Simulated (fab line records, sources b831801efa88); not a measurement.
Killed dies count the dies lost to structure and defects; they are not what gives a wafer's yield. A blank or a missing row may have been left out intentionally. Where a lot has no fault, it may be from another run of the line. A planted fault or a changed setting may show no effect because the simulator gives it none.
A lot that was struck, set against a sound lot / flow sfq_line / 24 out of 325 route steps
Sound: wafers L218.4, L218.5, L218.6. Struck: wafers L225.1, L225.5, L225.6. The cause is given at the end.
For every step that has rows: the tool of each side, followed by ch and its chambers, followed by its first start. Under that, the readings that differ: sound wafers / struck wafers / difference of the means / sigmas: that difference in standard deviations of wafers without a fault.
alike: a reading whose means differ by less than 2 such deviations, as well as words and numbers matching on both sides. not compared: withheld readings; readings where some wafer has no value; bounds like >300 that might hide an equal value; numbers whose values overlap and for which the record gives no deviation.
Wherever a step has rows on one side only, a row that says differs or no value, or a row with sigmas, the two part there. When numbers do not overlap yet have no deviation, they are printed without sigmas and do not part them. A reading missing from all wafers of one side parts the sides only when that side holds two or more wafers.

first, 6 steps without rows for these wafers: SFQ_TRILAYER_I1_VIA_LITHO_COAT_054 (resist thk 62 nm); SFQ_TRILAYER_I1_VIA_LITHO_COAT_049 (resist thk 650 nm); SFQ_TRILAYER_I1_VIA_LITHO_SOFTBAKE_053; SFQ_TRILAYER_I1_VIA_LITHO_EXPOSE_050 (exposes mask I1, target cd 500 nm); SFQ_TRILAYER_I1_VIA_LITHO_PEB_052 (peb time 60 s); SFQ_TRILAYER_I1_VIA_LITHO_DEVELOP_051 (time 60 s).
SFQ_I1_OVL_MEAS_913:
  sound on overlay-01, day 21 12:49; struck on overlay-01, day 24 08:21
  alike: I1_OVL
SFQ_TRILAYER_I1_VIA_BARC_OPEN_VIA_ETCH_071: etches BARC in O2, target depth 125 nm, time 41.7 s.
  sound on rie_diel-01 ch 0,1,2, day 21 12:50; struck on rie_diel-01 ch 0,1, day 24 08:23
  alike: bias_w, drypump_motor_current_A, oes_product_au
  not compared: rf_hours_counter_h
SFQ_TRILAYER_I1_VIA_ETCH_VIA_ETCH_052: etches SiO2 in CHF3, stops on Nb, target depth 260 nm.
  sound on rie_diel-01 ch 0,1,2, day 21 12:53; struck on rie_diel-01 ch 0,1, day 24 08:26
  alike: bias_w, drypump_motor_current_A, oes_product_au
SFQ_TRILAYER_I1_VIA_STRIP_STRIP_053: strips in O2.
  sound on rie_metal-01 ch 0,1, day 21 13:12; struck on rie_metal-01 ch 0,1, day 24 08:32
  alike: drypump_motor_current_A, he_backside_leak_sccm, oes_product_au
  not compared: rf_hours_counter_h
then, 2 steps without rows for these wafers: SFQ_TRILAYER_I1_VIA_STRIP_SOLV_CLEAN_054 (cleans in NMP, time 600 s); SFQ_TRILAYER_M2_DEP_PRE_CLEAN_056 (time 22.5 s).
SFQ_TRILAYER_M2_DEP_SPUTTER_055: material Nb, target thk 200 nm, time 133.3 s.
  sound on pvd_sputter-04, day 21 13:48; struck on pvd_sputter-06, day 24 09:20
  no value came back on the struck wafers for base_pressure_pa (Pa), cathode_dc_power_W (W), resputter_cathode_voltage_v (V), throttle_valve_pct (%); on the sound wafers base_pressure_pa (Pa) reads 1.33e-06 1.32e-06 1.33e-06
SFQ_M2_RS_MEAS_914: measures by four-point-probe.
  sound on film_metro-03, day 21 13:57; struck on film_metro-03, day 24 09:26
reading=M2_NB_RS (ohm/sq); sound=0.901 0.884 0.886; struck=- - -; difference=no value on the struck wafers; sigmas=
then, 6 steps without rows for these wafers: SFQ_TRILAYER_M2_LITHO_COAT_062 (resist thk 62 nm); SFQ_TRILAYER_M2_LITHO_COAT_057 (resist thk 600 nm); SFQ_TRILAYER_M2_LITHO_SOFTBAKE_061; SFQ_TRILAYER_M2_LITHO_EXPOSE_058 (exposes mask M2, target cd 500 nm); SFQ_TRILAYER_M2_LITHO_PEB_060 (peb time 60 s); SFQ_TRILAYER_M2_LITHO_DEVELOP_059 (time 60 s).
-- the record jumps here: 4 days lie between the struck wafers' starts before and after --
SFQ_M2_OVL_MEAS_916:
  sound on overlay-02, day 26 04:13; struck on overlay-01, day 28 18:35
  alike: M2_OVL
SFQ_TRILAYER_M2_BARC_OPEN_METAL_ETCH_077: etches BARC in O2, target depth 125 nm, time 41.7 s.
  sound on rie_metal-01 ch 0,1, day 26 04:15; struck on rie_metal-01 ch 0,1, day 28 18:38
  alike: bias_w, drypump_motor_current_A, he_backside_leak_sccm, oes_product_au
  not compared: rf_hours_counter_h
SFQ_TRILAYER_M2_ETCH_METAL_ETCH_060: etches Nb in Cl2/Ar, stops on SiO2, target depth 240 nm, time 120 s.
  sound on rie_metal-01 ch 0,1, day 26 04:20; struck on rie_metal-01 ch 0,1, day 28 18:41
reading=oes_product_au (a.u.); sound=0.884 0.900 0.889; struck=0.377 0.370 0.374; difference=-0.517; sigmas=-76
  alike: bias_w, drypump_motor_current_A, he_backside_leak_sccm
  not compared: rf_hours_counter_h
SFQ_TRILAYER_M2_STRIP_STRIP_061: strips in O2.
  sound on rie_metal-01 ch 0,1, day 26 04:37; struck on rie_metal-01 ch 0,1, day 28 18:49
  alike: drypump_motor_current_A, he_backside_leak_sccm, oes_product_au
  not compared: rf_hours_counter_h

== WHERE THEY PART ==
Earliest at SFQ_TRILAYER_M2_DEP_SPUTTER_055; latest, in this record, at SFQ_TRILAYER_M2_ETCH_METAL_ETCH_060. Later steps at which nothing parts them and some readings are alike: SFQ_TRILAYER_M2_STRIP_STRIP_061.

WHY: what had been put in by the simulator
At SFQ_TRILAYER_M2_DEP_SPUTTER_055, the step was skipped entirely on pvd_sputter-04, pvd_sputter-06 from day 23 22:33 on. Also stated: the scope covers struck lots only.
